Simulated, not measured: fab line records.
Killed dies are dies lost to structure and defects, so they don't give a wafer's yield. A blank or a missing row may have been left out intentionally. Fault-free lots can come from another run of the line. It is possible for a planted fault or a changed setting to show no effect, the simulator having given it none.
Which tool was responsible? -- flow gf180mcu -- 7 lots, 21 wafers sampled, at 3 steps of a route of 602

== WHAT THE GAUGES SHOWED, per wafer ==
GF_CONTACT_THK_MEAS_26: measures by xrf.
lot,measured,on,CONTACT_W_THK (nm)
L799,day 16 07:59,filmMetro-04,302 304 304
L807,day 19 06:20,filmMetro-01,303 305 305
L810,day 20 21:59,filmMetro-04,301 296 300
L815,day 22 07:59,filmMetro-04,292 298 299
L817,day 22 20:43,filmMetro-04,298 295 303
L819,day 23 15:47,filmMetro-04,300 302 304
L821,day 24 05:59,filmMetro-03,302 301 302

== WHICH TOOL RAN EACH LOT (tool, then ch and the chambers of the sampled wafers, then the start) ==
lot,GF_HV_LDD_IMPLANT_21,GF_CONTACT_STRIP_18
L799,"implanter-02 ch 0, day 10 23:47","plasmaAsher-02 ch 0,1, day 16 07:23"
L807,"implanter-02 ch 0, day 13 10:29","plasmaAsher-04 ch 0,1, day 19 05:42"
L810,"implanter-03 ch 0, day 14 20:44","plasmaAsher-04 ch 0,1, day 20 21:17"
L815,"implanter-03 ch 0, day 16 02:04","plasmaAsher-02 ch 0,1, day 22 07:21"
L817,"implanter-03 ch 0, day 16 17:35","plasmaAsher-04 ch 0,1, day 22 20:06"
L819,"implanter-02 ch 0, day 17 09:59","plasmaAsher-04 ch 0,1, day 23 15:09"
L821,"implanter-04 ch 0, day 18 02:37","plasmaAsher-04 ch 1, day 24 05:21"
- GF_HV_LDD_IMPLANT_21
- GF_CONTACT_STRIP_18: strips in O2/N2.

== THE ANSWER, worked out from the rows above alone ==
Rule: the lots themselves supply what counts as usual. The widest of any qualifying gaps counts: lots, ordered by their means at a reading, are off when they make up no more than a third of the lots, leave a main group of 4 or more, and stand apart from it by 3 or more times the standard deviation of that group's means. The tables above print the reading to a certain number of digits; a main group whose means all agree to those digits is not used. A lot without any number at a reading at which 4 lots or more have one is off too. All remaining lots with rows at the step are treated as sound.
No lot is off at any reading shown: from this, nothing can be told.

== WHAT THE SIMULATOR PUT IN ==
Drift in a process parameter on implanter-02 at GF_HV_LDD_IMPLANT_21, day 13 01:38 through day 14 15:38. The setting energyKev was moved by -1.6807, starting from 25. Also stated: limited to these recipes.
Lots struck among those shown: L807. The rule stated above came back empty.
